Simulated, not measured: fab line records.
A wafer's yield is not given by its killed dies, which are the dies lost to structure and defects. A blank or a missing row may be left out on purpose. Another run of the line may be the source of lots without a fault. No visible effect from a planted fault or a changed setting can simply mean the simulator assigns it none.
Which tool was responsible? :: flow sky130 :: Sampling: 6 lots, 18 wafers, 3 of 708 route steps

== WHAT THE GAUGES READ, wafer by wafer ==
SKY_VIA1_THK_MEAS_01.
lot: L731
measured: day 33 21:32
on: film-metro-04
VIA1_HDPCVD_THK (nm): 1009 1029 1038

lot: L733
measured: day 34 16:19
on: film-metro-03
VIA1_HDPCVD_THK (nm): 1025 1037 1029

lot: L737
measured: day 35 14:14
on: film-metro-04
VIA1_HDPCVD_THK (nm): 1030 1033 1031

lot: L741
measured: day 36 18:11
on: film-metro-04
VIA1_HDPCVD_THK (nm): 1026 1012 1047

lot: L746
measured: day 38 20:20
on: film-metro-02
VIA1_HDPCVD_THK (nm): 992 1035 986

lot: L751
measured: day 39 23:17
on: film-metro-04
VIA1_HDPCVD_THK (nm): 1010 1039 1016

== EACH LOT AND THE TOOL THAT RAN IT (in order: tool; ch and the chambers of the sampled wafers; start) ==
lot: L731
SKY_METAL1_DESCUM_17: rie-metal-03 ch 0, day 33 20:24
SKY_METAL1_ETCH_18: rie-metal-03 ch 0, day 33 20:28

lot: L733
SKY_METAL1_DESCUM_17: rie-metal-04 ch 0,1, day 34 15:17
SKY_METAL1_ETCH_18: rie-metal-04 ch 0,1, day 34 15:19

lot: L737
SKY_METAL1_DESCUM_17: rie-metal-01 ch 0,1, day 35 13:21
SKY_METAL1_ETCH_18: rie-metal-01 ch 0,1, day 35 13:23

lot: L741
SKY_METAL1_DESCUM_17: rie-metal-03 ch 0,1, day 36 17:18
SKY_METAL1_ETCH_18: rie-metal-03 ch 0,1, day 36 17:20

lot: L746
SKY_METAL1_DESCUM_17: rie-metal-04 ch 0,1, day 38 19:26
SKY_METAL1_ETCH_18: rie-metal-04 ch 0,1, day 38 19:28

lot: L751
SKY_METAL1_DESCUM_17: rie-metal-01 ch 0,1, day 39 22:23
SKY_METAL1_ETCH_18: rie-metal-01 ch 0,1, day 39 22:25
- SKY_METAL1_DESCUM_17: chemistry O2, time 8 s.
- SKY_METAL1_ETCH_18: etches BARC in N2/H2, stops on SiO2, time 45.9 s, target depth 60 nm.

== THE ANSWER, worked out from the rows above alone ==
Rule: what is usual is taken from the lots themselves. Put in order of their means at a reading, lots are off if they are a third of the lots or fewer, leave a main group of 4 or more, and stand apart from it by a gap of 3 or more times the standard deviation of the main group's means; of several such gaps the widest counts. If all means in a main group match to the digits the tables above print for the reading, that group is not used. A lot without any number at a reading at which 4 lots or more have one is off too. The other lots that the step has rows for count as sound.
Off: L746, at SKY_VIA1_THK_MEAS_01 (VIA1_HDPCVD_THK). For the main group the mean is 1027 nm and the standard deviation 3.5.
If a tool, at a process step before that reading, ran all the lots that are off and no sound lot after the first of them, it fits. The gauges at SKY_VIA1_THK_MEAS_01 are tried like those tools. 2 tools fit, rie-metal-04 at SKY_METAL1_DESCUM_17 and SKY_METAL1_ETCH_18 and film-metro-02 at SKY_VIA1_THK_MEAS_01, so this cannot tell which one it is.

== WHAT THE SIMULATOR HAD INSERTED ==
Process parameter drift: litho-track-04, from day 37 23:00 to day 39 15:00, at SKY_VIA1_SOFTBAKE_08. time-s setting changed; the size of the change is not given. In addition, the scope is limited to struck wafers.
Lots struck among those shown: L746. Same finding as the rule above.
